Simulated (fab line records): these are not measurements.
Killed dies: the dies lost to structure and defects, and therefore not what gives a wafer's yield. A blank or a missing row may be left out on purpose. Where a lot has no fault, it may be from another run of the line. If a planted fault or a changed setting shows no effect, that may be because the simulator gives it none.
Which of the tools did it?	flow sky130	36 wafers from 12 lots sampled at 2 of the route's 708 steps

== WHAT THE GAUGES SHOWED, per wafer ==
SKY_LOCAL_INTERCONNECT_OVL_MEAS_12.
lot	measured	on	LOCAL_INTERCONNECT_OVL (nm)
L074	day 31 15:24	overlay-01	13 7 14
L077	day 31 15:48	overlay-01	11 8 9
L078	day 31 16:07	overlay-01	10 8 6
L081	day 31 20:57	overlay-01	1 5 2
L083	day 33 03:00	overlay-02	8 7 11
L086	day 38 01:42	overlay-02	10 1 4
L089	day 38 03:48	overlay-02	-5 7 0
L088	day 38 04:16	overlay-01	6 -4 -4
L095	day 38 05:34	overlay-01	-1 -9 -4
L090	day 38 07:19	overlay-01	9 6 6
L096	day 38 08:58	overlay-02	8 4 13
L092	day 38 11:04	overlay-01	-1 1 -9

== WHICH TOOL RAN EACH LOT (tool, then ch and the chambers of the sampled wafers, then the start) ==
lot	SKY_LI_CONTACT_SPUTTER_20
L074	pvd sputter-01, day 30 09:17
L077	pvd sputter-01, day 30 10:41
L078	pvd sputter-04, day 30 11:41
L081	pvd sputter-02, day 30 16:47
L083	pvd sputter-02, day 31 22:44
L086	pvd sputter-04, day 37 00:29
L089	pvd sputter-02, day 37 01:56
L088	pvd sputter-04, day 37 02:29
L095	pvd sputter-04, day 37 04:29
L090	pvd sputter-01, day 37 05:42
L096	pvd sputter-01, day 37 07:23
L092	pvd sputter-04, day 37 10:15
- SKY_LI_CONTACT_SPUTTER_20: material TiN, target thk 20 nm, time 80 s.

== THE ANSWER, worked out from the rows above alone ==
Rule: the lots themselves supply what counts as usual. The widest of any qualifying gaps counts: lots, ordered by their means at a reading, are off when they make up no more than a third of the lots, leave a main group of 4 or more, and stand apart from it by 3 or more times the standard deviation of that group's means. A main group whose means are all the same, to the digits that the tables above print for the reading, isn't used. Also off: a lot with no number at a reading for which 4 or more lots have one. Where the step has rows for the other lots, those lots are counted as sound.
No lot is off at any reading shown: from this, nothing can be told.

== WHAT HAD BEEN PUT IN BY THE SIMULATOR ==
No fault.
